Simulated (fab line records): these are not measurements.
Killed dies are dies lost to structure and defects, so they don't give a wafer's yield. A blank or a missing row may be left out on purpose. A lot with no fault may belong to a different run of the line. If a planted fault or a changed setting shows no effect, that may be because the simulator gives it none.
Problem report, 8D (eight disciplines) form, completed by code / flow sky130 / the parts of the form that need people (team, actions taken, sign-off) are left out

## 1. WHAT WENT WRONG
VIA1_HDPCVD_THK at SKY_VIA1_THK_MEAS_01 reads a mean of 896 nm on 2 wafers of 1 lot; wafers without a fault read 1034 nm with a standard deviation of 8.9. That is -15 standard deviations from the usual mean.
Earliest sighting: wafer L755.3 on filmMetro-04 at day 38 19:06. At this step, 32 wafers from 11 lots have a number in the record. Rule for "out", or "out of limits": more than 4 standard deviations from the usual mean. Any other wafer with a number is counted as sound.

## 2. WHAT IT IS, AND WHAT IT ISN'T
question=which readings at this step; is=VIA1_HDPCVD_THK; is not=-
question=which lots; is=L755; is not=L737, L739, L740, L742, L743, L745, L747, L748, L750, L751
question=which wafers of those lots; is=all that have a number; is not=-
question=read on which gauges; is=filmMetro-04; is not=filmMetro-02, filmMetro-03
question=when; is=from day 38 19:06; is not=up to then (30 sound wafers)

## 3. THE SUSPECTS, EACH WITH WHAT RULES IT OUT
Counting: any tool at a process step up to the reading is kept as a suspect provided that every lot that is out went through it and no sound lot did after the first of them.
- the gauge at SKY_VIA1_THK_MEAS_01: ruled out. All the wafers that are out were read on filmMetro-04, but those of them that SKY_VIA1_HDPCVD_00 has rows for are out there too, on other tools.
- hdpcvd-02 at SKY_VIA1_HDPCVD_00 (deposits SiO2, target thk 1030 nm, time 171.7 s): kept. It ran the lot that is out, L755 (day 38 18:58), and no sound lot after that; its last sound lot up to then is L748 (day 36 06:44). Its own readings are out on those wafers: runLengthS.
The count leaves hdpcvd-02 at SKY_VIA1_HDPCVD_00.

## 4. THE CAUSE (what the simulator had put in)
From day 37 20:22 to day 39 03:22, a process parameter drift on hdpcvd-02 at SKY_VIA1_HDPCVD_00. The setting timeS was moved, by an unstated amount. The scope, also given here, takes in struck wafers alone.
Only this tool survived the counting.

## 5. SEQUENCE OF EFFECTS, ordered by route
One row per reading whose mean, taken over the struck wafers that have a number, lies over 3 standard deviations from the usual. Only readings for which the record gives a usual standard deviation are gone through. hours: the time from each lot's start at the first step in this table that gives one to its start at this step, as a median over the lots. sigmas: the change in usual standard deviations.
hours=0; step=SKY_VIA1_HDPCVD_00; reading=runLengthS; usual=199.54 s; on struck wafers=176.56; change=-22.98; sigmas=-79
hours=0; step=SKY_VIA1_THK_MEAS_01; reading=VIA1_HDPCVD_THK; usual=1034 nm; on struck wafers=896; change=-138; sigmas=-15
Here are the process steps it includes:
- SKY_VIA1_HDPCVD_00: deposits SiO2, target thk 1030 nm, time 171.7 s.
Readings that are blank on the struck wafers while sound wafers have them: susceptorTempC at SKY_VIA1_HDPCVD_00.
Later measuring or inspecting steps at which every struck wafer that the step has a row for has a number for every such reading, and none has moved that far: SKY_METAL2_RS_MEAS_05.

## 6. HOW IT WOULD HAVE BEEN CAUGHT EARLIER
The first out-of-limits reading at a measuring or inspecting step in this record came at day 38 19:06, 23 hours after the fault's start at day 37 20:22.
At SKY_VIA1_HDPCVD_00, the tool's own readings (runLengthS) were out on each struck wafer the step has a row for, so an alarm limit on them would have fired on the first such wafer.
By day 38 19:06 the whole set of lots that are out, 1 in number, had already begun SKY_VIA1_HDPCVD_00 on hdpcvd-02. Holding the tool at that point would not have protected any of them.
